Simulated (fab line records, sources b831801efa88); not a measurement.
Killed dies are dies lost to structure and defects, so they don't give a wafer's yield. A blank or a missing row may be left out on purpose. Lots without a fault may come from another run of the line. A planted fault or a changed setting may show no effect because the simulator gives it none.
Which tool did it? | flow sky130 | 10 lots, 30 wafers sampled, at 5 steps of a route of 708

WHAT THE GAUGES READ, wafer by wafer
SKY_METAL2_CD_MEAS_15: target cd 140 nm. Usual: cd_nm 139.7 nm, standard deviation 2.1.
lot  | measured     | on        | cd_nm (nm)        | flag
L103 | day 35 18:50 | cd_sem-01 | 139.4 139.8 139.4 |
L104 | day 35 21:25 | cd_sem-02 | 140.7 140.0 138.5 |
L106 | day 36 19:55 | cd_sem-02 | 140.3 140.6 142.1 |
L107 | day 37 06:55 | cd_sem-01 | 137.3 138.2 137.2 |
L110 | day 37 16:00 | cd_sem-01 | 138.7 138.8 137.3 |
L112 | day 38 11:50 | cd_sem-02 | 137.3 137.6 138.3 |
L116 | day 38 22:31 | cd_sem-01 | 142.7 143.2 142.7 |
L117 | day 39 07:44 | cd_sem-01 | 139.6 138.4 140.7 |
L122 | day 40 17:41 | cd_sem-02 | 143.1 143.2 141.3 |
L126 | day 41 19:35 | cd_sem-02 | 142.0 141.5 142.6 |

SKY_VIA2_RS_MEAS_22: measures by four-point-probe. Usual: VIA2_W_RS 0.274 ohm/sq, standard deviation 0.0033.
lot  | measured     | on            | VIA2_W_RS (ohm/sq) | flag
L103 | day 36 22:37 | film_metro-03 | 0.280 0.274 0.272  |
L104 | day 37 01:26 | film_metro-01 | 0.275 0.279 0.276  |
L106 | day 37 23:59 | film_metro-01 | 0.276 0.276 0.273  |
L107 | day 38 10:02 | film_metro-01 | 0.275 0.275 0.276  |
L110 | day 38 19:19 | film_metro-01 | 0.274 0.274 0.276  |
L112 | day 39 14:55 | film_metro-03 | 0.274 0.278 0.275  |
L116 | day 40 01:41 | film_metro-03 | 0.269 0.273 0.270  |
L117 | day 40 11:28 | film_metro-01 | 0.270 0.273 0.273  |
L122 | day 41 20:17 | film_metro-02 | 0.267 0.268 0.268  |
L126 | day 42 21:35 | film_metro-02 | 0.278 0.279 0.272  |

WHICH TOOL RAN EACH LOT (tool, then ch and the chambers of the sampled wafers, then the start)
lot  | SKY_METAL2_ETCH_18                | SKY_VIA2_ETCH_14                   | SKY_VIA2_STRIP_16
L103 | rie_metal-01 ch 0,1, day 35 19:02 | rie_diel-04 ch 0,1,2, day 36 21:43 | plasma_asher-03 ch 0,1, day 36 21:49
L104 | rie_metal-03 ch 0,1, day 35 21:34 | rie_diel-03 ch 0,1,2, day 37 00:31 | plasma_asher-03 ch 0,1, day 37 00:38
L106 | rie_metal-04 ch 0,1, day 36 20:05 | rie_diel-03 ch 1,2,3, day 37 23:02 | plasma_asher-04 ch 0,1, day 37 23:11
L107 | rie_metal-04 ch 0, day 37 07:07   | rie_diel-03 ch 0,1, day 38 09:08   | plasma_asher-03 ch 0, day 38 09:15
L110 | rie_metal-03 ch 0,1, day 37 16:10 | rie_diel-04 ch 1,3, day 38 18:17   | plasma_asher-01 ch 0,1, day 38 18:23
L112 | rie_metal-03 ch 1, day 38 12:04   | rie_diel-04 ch 0,3, day 39 13:59   | plasma_asher-01 ch 0,1, day 39 14:06
L116 | rie_metal-01 ch 0,1, day 38 22:41 | rie_diel-03 ch 0,2,3, day 40 00:46 | plasma_asher-01 ch 0,1, day 40 00:52
L117 | rie_metal-01 ch 0,1, day 39 07:56 | rie_diel-04 ch 0,1,3, day 40 10:35 | plasma_asher-03 ch 0,1, day 40 10:41
L122 | rie_metal-04 ch 0,1, day 40 17:52 | rie_diel-03 ch 0,3, day 41 19:23   | plasma_asher-01 ch 0,1, day 41 19:30
L126 | rie_metal-03 ch 0,1, day 41 19:47 | rie_diel-02 ch 0,1,3, day 42 20:41 | plasma_asher-01 ch 0,1, day 42 20:47
- SKY_METAL2_ETCH_18: etches BARC in N2/H2, stops on SiO2, time 45.9 s, target depth 60 nm.
- SKY_VIA2_ETCH_14: etches BARC in N2/H2, stops on SiO2, time 45.9 s, target depth 60 nm.
- SKY_VIA2_STRIP_16: strips in O2/N2.

WHAT THE TOOLS THEMSELVES READ (means of the sampled wafers that have a number; where no wafer has one, the mark that the record gives instead)
SKY_METAL2_ETCH_18. Usual: bias_w 100.0 W, standard deviation 0.31; drypump_motor_current_A 5.8 A, standard deviation 0.51; oes_product_au 0.855 a.u., standard deviation 0.0044; throttle_valve_pct 13.224 %, standard deviation 0.0096.
lot  | tool         | bias_w (W) | drypump_motor_current_A (A) | oes_product_au (a.u.) | throttle_valve_pct (%) | flag
L103 | rie_metal-01 | 100.2      | 5.9                         | 0.854                 | 13.221                 |
L104 | rie_metal-03 | 99.7       | 5.4                         | 0.850                 | 13.223                 |
L106 | rie_metal-04 | 99.7       | 5.4                         | 0.854                 | 13.218                 |
L107 | rie_metal-04 | 100.4      | 5.0                         | 0.853                 | 13.231                 |
L110 | rie_metal-03 | 100.0      | 5.4                         | 0.854                 | 13.229                 |
L112 | rie_metal-03 | 99.8       | 5.6                         | 0.856                 | 13.224                 |
L116 | rie_metal-01 | 100.2      | 6.2                         | 0.853                 | 13.231                 |
L117 | rie_metal-01 | 100.0      | 6.3                         | 0.854                 | 13.225                 |
L122 | rie_metal-04 | 100.3      | 5.7                         | 0.854                 | 13.236                 |
L126 | rie_metal-03 | 99.8       | 5.5                         | 0.852                 | 13.231                 |

SKY_VIA2_ETCH_14. Usual: bias_w 100.00 W, standard deviation 0.26; drypump_motor_current_A 5.9 A, standard deviation 0.4; oes_product_au 0.855 a.u., standard deviation 0.0046; throttle_valve_pct 13.224 %, standard deviation 0.01.
lot  | tool        | bias_w (W) | drypump_motor_current_A (A) | oes_product_au (a.u.) | throttle_valve_pct (%) | flag
L103 | rie_diel-04 | 99.77      | 5.6                         | 0.854                 | 13.228                 |
L104 | rie_diel-03 | 99.76      | 6.1                         | 0.857                 | 13.219                 |
L106 | rie_diel-03 | 100.20     | 6.0                         | 0.853                 | 13.230                 |
L107 | rie_diel-03 | 100.03     | 6.4                         | 0.855                 | 13.221                 |
L110 | rie_diel-04 | 100.06     | 5.4                         | 0.855                 | 13.227                 |
L112 | rie_diel-04 | 100.33     | 5.4                         | 0.849                 | 13.216                 |
L116 | rie_diel-03 | 100.04     | 6.1                         | 0.855                 | 13.229                 |
L117 | rie_diel-04 | 99.95      | 5.5                         | 0.857                 | 13.225                 |
L122 | rie_diel-03 | 100.19     | 6.5                         | 0.854                 | 13.229                 |
L126 | rie_diel-02 | 100.09     | 5.9                         | 0.856                 | 13.226                 |

SKY_VIA2_STRIP_16. Usual: drypump_motor_current_A 5.60 A, standard deviation 0.27; oes_product_au 0.399 a.u., standard deviation 0.0049; strip_time_to_endpoint_s 4.06 s, standard deviation 0.032.
lot  | tool            | drypump_motor_current_A (A) | oes_product_au (a.u.) | strip_time_to_endpoint_s (s) | flag
L103 | plasma_asher-03 | 5.61                        | 0.394                 | 4.02                         |
L104 | plasma_asher-03 | 5.64                        | 0.402                 | 4.07                         |
L106 | plasma_asher-04 | 5.56                        | 0.398                 | 4.07                         |
L107 | plasma_asher-03 | 5.13                        | 0.396                 | 4.07                         |
L110 | plasma_asher-01 | 5.59                        | 0.400                 | 4.08                         |
L112 | plasma_asher-01 | 5.60                        | 0.397                 | 4.06                         |
L116 | plasma_asher-01 | 5.66                        | 0.395                 | 4.05                         |
L117 | plasma_asher-03 | 5.63                        | 0.402                 | 4.09                         |
L122 | plasma_asher-01 | 5.61                        | 0.399                 | 4.08                         |
L126 | plasma_asher-01 | 5.69                        | 0.402                 | 4.05                         |

THE ANSWER, worked out from the rows above alone
Rule: a lot is off if the mean of its wafers that have a number lies more than 3 standard deviations from the usual mean. A lot without any number at a reading at which 4 lots or more have one is off too. The other lots that the step has rows for count as sound. The gauges are gone through in route order, then the tools' own readings, and for those a lot's mean is taken as printed above. The first step at which some lot is off is used, and at that step the reading that is off furthest; a lot without a number counts as furthest.
No lot is off at any reading shown: from this, nothing can be told.

WHAT THE SIMULATOR HAD PUT IN
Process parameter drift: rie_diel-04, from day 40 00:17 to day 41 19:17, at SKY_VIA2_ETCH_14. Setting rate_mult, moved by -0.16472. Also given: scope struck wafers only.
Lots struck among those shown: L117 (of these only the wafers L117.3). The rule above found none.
